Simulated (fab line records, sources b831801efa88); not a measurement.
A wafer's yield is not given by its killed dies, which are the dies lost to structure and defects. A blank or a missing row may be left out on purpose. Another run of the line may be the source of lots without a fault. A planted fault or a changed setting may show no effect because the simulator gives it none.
Code-filled problem report in 8D (eight disciplines) form | flow gf180mcu | the parts of the form that need people (team, actions taken, sign-off) are left out

== 1. PROBLEM STATEMENT ==
Across 6 wafers from 2 lots, NSD_RS at GF_PSD_RS_MEAS_14 averages 43.71 ohm/sq, while fault-free wafers read 46.11 ohm/sq with a standard deviation of 0.09. That puts it -27 standard deviations away from the usual mean.
The step: measures by four-point-probe.
First observed at day 17 19:49: wafer L810.1, on filmMetro-03. The record has a number at this step for 36 wafers belonging to 12 lots. Rule for "out" (also "out of limits"): further than 4 standard deviations from the usual mean. The other wafers with a number count as sound.

== 2. WHAT IT IS; WHAT IT IS NOT ==
question                    | is                         | is not
which readings at this step | NSD_RS                     | -
which lots                  | L810, L812                 | L802, L803, L804, L815, L816, L818, L819, L821, L822, L823
which wafers of those lots  | all that have a number     | -
read on which gauges        | filmMetro-01, filmMetro-03 | filmMetro-02
when                        | from day 17 19:49          | up to then (9 sound wafers); but 21 sound wafers of L815, L816, L818, L819, L821, L822, L823 came after

== 3. WHAT RULES OUT EACH SUSPECT ==
Counting: a tool at a process step up to the reading stays a suspect if it ran every lot that is out and no sound lot after the first of them.
- the gauge at GF_PSD_RS_MEAS_14 has been ruled out. 2 gauges (filmMetro-01, filmMetro-03) read the wafers that are out.
- rtpAnneal-01 at GF_VT_IMPLANT_RTA_45 (time 30 s): ruled out as a lasting fault. The sound lots L815, L818, L819, L821, L822 went through it after L810, its earliest lot that is out (day 10 07:16).
- plasmaAsher-04 at GF_HV_LDD_STRIP_10 (strips in O2/N2): ruled out as a lasting fault. The sound lots L816, L822, L823 went through it after L810, its earliest lot that is out (day 13 02:14).
- rtpAnneal-01 at GF_PSD_RTA_13 (time 20 s): ruled out as a lasting fault. The sound lots L818, L819, L821, L823 went through it after L810, its earliest lot that is out (day 17 19:44).
Left after counting: nothing in the record.

== 4. THE CAUSE (what the simulator had put in) ==
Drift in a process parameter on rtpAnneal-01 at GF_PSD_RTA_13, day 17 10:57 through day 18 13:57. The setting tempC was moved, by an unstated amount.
It was ruled out by counting, in error; the rule expects a fault to strike all lots run on its tool from its start on, and this fault did not.

== 5. THE EFFECT CHAIN, in route order ==
Rows list readings where the struck wafers' mean (over those with a number) sits beyond 3 standard deviations from the usual. Only readings whose record carries a usual standard deviation are examined. hours: median over the lots of the time between each lot's start at the first step of this table that gives one and its start at this step. sigmas: the change, counted in usual standard deviations.
hours | step              | reading | usual         | on struck wafers | change | sigmas
0     | GF_PSD_RS_MEAS_14 | NSD_RS  | 46.11 ohm/sq  | 43.71            | -2.40  | -27
4     | GF_PSD_RS_MEAS_15 | PSD_RS  | 108.49 ohm/sq | 101.10           | -7.39  | -26
Later measuring or inspecting steps at which every struck wafer that the step has a row for has a number for every such reading, and none has moved that far: GF_M4_THK_MEAS_06.

== 6. HOW IT WOULD HAVE BEEN CAUGHT EARLIER ==
The first out-of-limits reading at a measuring or inspecting step in this record came at day 17 19:49, 9 hours after the fault's start at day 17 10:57.
No tool reading at GF_PSD_RTA_13 that has a usual standard deviation in the record was out on any struck wafer, so an alarm limit of 4 standard deviations on those readings would not have fired.
